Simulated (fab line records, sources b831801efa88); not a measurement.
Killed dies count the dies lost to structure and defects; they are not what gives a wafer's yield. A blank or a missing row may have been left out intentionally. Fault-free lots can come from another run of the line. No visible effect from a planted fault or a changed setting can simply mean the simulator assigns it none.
Matching of chambers	flow sky130	4 sister chambers for SKY_POLY_GATE_ETCH_16 on rieDiel-03
The step etches Si3N4 in CH3F/O2, stops on poly-Si, time 147.5 s, target depth 75 nm. 18 wafers are shown with their chamber, then 9 later ones without.

## WAFERS PAIRED WITH THEIR CHAMBERS
wafer	chamber	drypumpMotorCurrentA (A)	oesProductAu (a.u.)	biasW (W)
L075.2	2	5.5	0.655	79.45
L075.3	3	6.1	0.642	79.94
L075.6	2	5.5	0.651	79.98
L076.3	0	6.7	0.638	79.91
L076.5	2	5.5	0.643	79.90
L076.6	3	6.1	0.634	80.10
L078.1	2	5.5	0.632	80.03
L078.4	1	6.2	0.637	80.24
L078.6	1	6.3	0.640	79.92
L082.2	3	6.1	0.648	80.05
L082.5	2	5.5	0.651	80.25
L082.6	1	6.3	0.648	79.93
L083.2	3	6.1	0.646	80.09
L083.5	1	6.2	0.635	80.17
L083.6	0	6.6	0.638	80.40
L087.2	3	6.1	0.640	79.75
L087.3	2	5.5	0.639	79.42
L087.4	1	6.2	0.633	79.78

SIGNATURES, as means of the wafers listed above
reading	chamber 0	chamber 1	chamber 2	chamber 3	scatter within a chamber
drypumpMotorCurrentA	6.650	6.240	5.500	6.100	0.0348
oesProductAu	0.63800	0.63860	0.64517	0.64200	0.00675
biasW	80.1550	80.0080	79.8383	79.9860	0.255
Rule: a wafer lies at a distance from a chamber equal to the root of the sum of squares, over the readings, of (its reading less the chamber's mean, divided by the reading's scatter). If the next closest chamber is less than 2 further off than the closest, the wafer can't be placed; otherwise it belongs to the closest. How the scatter is found: for the shown wafers, subtract from each reading the mean of its chamber, square and add these, divide the total by (wafers less chambers), then take the root.

## WAFERS MISSING THEIR CHAMBER
wafer	drypumpMotorCurrentA (A)	oesProductAu (a.u.)	biasW (W)
L090.2	5.5	0.631	79.87
L090.3	6.6	0.639	79.85
L090.5	6.3	0.637	79.86
L095.1	5.5	0.634	80.17
L095.3	6.7	0.642	80.19
L095.6	5.5	0.640	79.99
L097.1	6.6	0.647	80.46
L097.3	5.5	0.644	79.91
L097.4	6.1	0.647	79.53

## WHICH CHAMBER EACH ONE RAN IN
wafer	from the rows above	in truth
L090.2	2	2
L090.3	0	0
L090.5	1	1
L095.1	2	2
L095.3	0	0
L095.6	2	2
L097.1	0	0
L097.3	2	2
L097.4	3	3
Placed correctly: 9 of 9. Can't be placed from these rows: 0. Number placed wrongly: 0.
